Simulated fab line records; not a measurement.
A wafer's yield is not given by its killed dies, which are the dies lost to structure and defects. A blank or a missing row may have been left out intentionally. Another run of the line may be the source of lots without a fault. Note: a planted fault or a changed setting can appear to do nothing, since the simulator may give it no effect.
One fault seen from 2 desks	flow gf180mcu	each desk has only its own numbers; what lay behind them comes last

== TOOL OWNER'S DESK, wet_bench-02 ==
The tool's own readings at GF_HV_LDD_CLEAN_51 (cleans in SC1/SC2, time 150 s): means of the sampled wafers that have a number, for each lot that ran on this tool. The brackets show how far a lot's mean lies from the usual mean; more than 4 standard deviations puts the lot out of limits, marked OUT.
Columns: A = run_length_s at GF_HV_LDD_CLEAN_51, usual 177 s; B = temp_c at GF_HV_LDD_CLEAN_51, usual 69.98 C
lot	first seen here	A	B
L502	day 12 10:37	175	70.00
L513	day 16 01:42	85 (-27) OUT	70.17
L514	day 16 17:57	84 (-27) OUT	69.83
Finding of this desk: L513, L514 out of limits; the first was L513 at day 16 01:42, on run_length_s at GF_HV_LDD_CLEAN_51. L502: within limits.

== THE METROLOGY DESK ==
What the gauges read for every lot (on any tool): the sampled wafers with a number, averaged. The brackets show how far a lot's mean lies from the usual mean; more than 4 standard deviations puts the lot out of limits, marked OUT.
Columns: A = cd_nm at GF_HV_LDD_CD_MEAS_46, usual 400.2 nm; B = HV_LDD_03_OVL at GF_HV_LDD_OVL_MEAS_47, usual -0.3 nm; C = HV_LDD_4_TW at GF_HV_LDD_TW_MEAS_50, usual 569
lot	first seen here	A	B	C
L502	day 12 10:09	401.4	0.1	572
L505	day 13 09:16	400.6	0.6	568
L513	day 16 01:15	399.3	0.1	567
L514	day 16 17:30	398.2	-0.2	570
L524	day 19 11:31	394.7	-0.8	565
L525	day 20 01:03	403.0	-0.4	569
This desk's verdict: no lot among the 6 shows anything out of limits.

== PUT TOGETHER ==
The tool owner's desk had the chance to raise an alarm at day 16 01:42 on L513, L514.
From the metrology desk's view, nothing was out of limits.
The metrology desk has L513, L514 on record, within its limits.
GF_HV_LDD_CLEAN_51 was run on wet_bench-02 by each of the lots named.

== WHAT THE SIMULATOR PUT IN ==
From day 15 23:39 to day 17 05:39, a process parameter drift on wet_bench-02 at GF_HV_LDD_CLEAN_51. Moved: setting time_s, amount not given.
Lots struck among those shown: L513, L514.
Delay in hours, fault start to first out-of-limits reading, by desk: the tool owner's desk at 2.
